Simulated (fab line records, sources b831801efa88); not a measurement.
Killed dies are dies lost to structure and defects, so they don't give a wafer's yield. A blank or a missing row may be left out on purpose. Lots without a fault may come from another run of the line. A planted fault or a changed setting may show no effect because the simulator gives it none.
Chamber matching | flow gf180mcu | GF_V2_CMP_26 on cmp-02: 4 sister chambers
The step polishes, stops on SiO2, t overpolish 15 s, target thk 0 nm. 14 wafers are shown with their chamber, then 7 later ones without.

WAFERS WITH THEIR CHAMBER
wafer  | chamber | motor_current_A (A) | time_to_endpoint_s (s) | overpolish_run_s (s)
L323.1 | 1       | 10.4                | 73                     | 15.023
L323.3 | 3       | 11.7                | 89                     | 15.011
L323.4 | 2       | 10.9                | 87                     | 15.006
L326.1 | 0       | 10.2                | 81                     | 15.008
L326.5 | 0       | 10.2                | 82                     | 15.007
L326.6 | 3       | 11.3                | 92                     | 15.003
L329.1 | 2       | 10.9                | 83                     | 14.998
L329.4 | 0       | 10.1                | 80                     | 15.000
L329.5 | 2       | 10.8                | 85                     | 14.999
L328.2 | 3       | 11.9                | 96                     | 15.007
L328.4 | 0       | 9.7                 | 86                     | 15.007
L328.5 | 1       | 10.7                | 78                     | 15.010
L330.1 | 3       | 12.0                | 96                     | 15.011
L330.2 | 2       | 11.3                | 87                     | 15.000

SIGNATURES (means of the wafers above)
reading            | chamber 0 | chamber 1 | chamber 2 | chamber 3 | scatter within a chamber
motor_current_A    | 10.050    | 10.550    | 10.975    | 11.725    | 0.255
time_to_endpoint_s | 82.25     | 75.50     | 85.50     | 93.25     | 2.81
overpolish_run_s   | 15.00550  | 15.01650  | 15.00075  | 15.00800  | 0.00456
Rule: a wafer's distance from a chamber is the root of the sum, over the readings, of the square of ((its reading less the chamber's mean) divided by the reading's scatter). The wafer belongs to the nearest chamber; if the next one is less than 2 further off, it can't be placed. The scatter: the root of (the sum of the squares of (reading less its chamber's mean) over the shown wafers, divided by (wafers less chambers)).

WAFERS WITHOUT THEIR CHAMBER
wafer  | motor_current_A (A) | time_to_endpoint_s (s) | overpolish_run_s (s)
L330.6 | 9.9                 | 84                     | 14.997
L339.1 | 10.4                | 85                     | 15.007
L339.4 | 11.0                | 88                     | 14.997
L339.6 | 11.4                | 85                     | 14.998
L346.1 | 12.3                | 92                     | 15.005
L346.2 | 9.6                 | 80                     | 15.000
L346.5 | 10.8                | 71                     | 15.007

WHICH CHAMBER EACH WENT THROUGH
wafer  | from the rows above     | in truth
L330.6 | 0                       | 0
L339.1 | can't be placed: 0 or 2 | 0
L339.4 | 2                       | 2
L339.6 | 2                       | 2
L346.1 | 3                       | 3
L346.2 | 0                       | 0
L346.5 | 1                       | 1
Placed correctly: 6 of 7. Can't be placed from these rows: 1 (the true chamber is among the candidates in 1). Placed wrongly: 0.
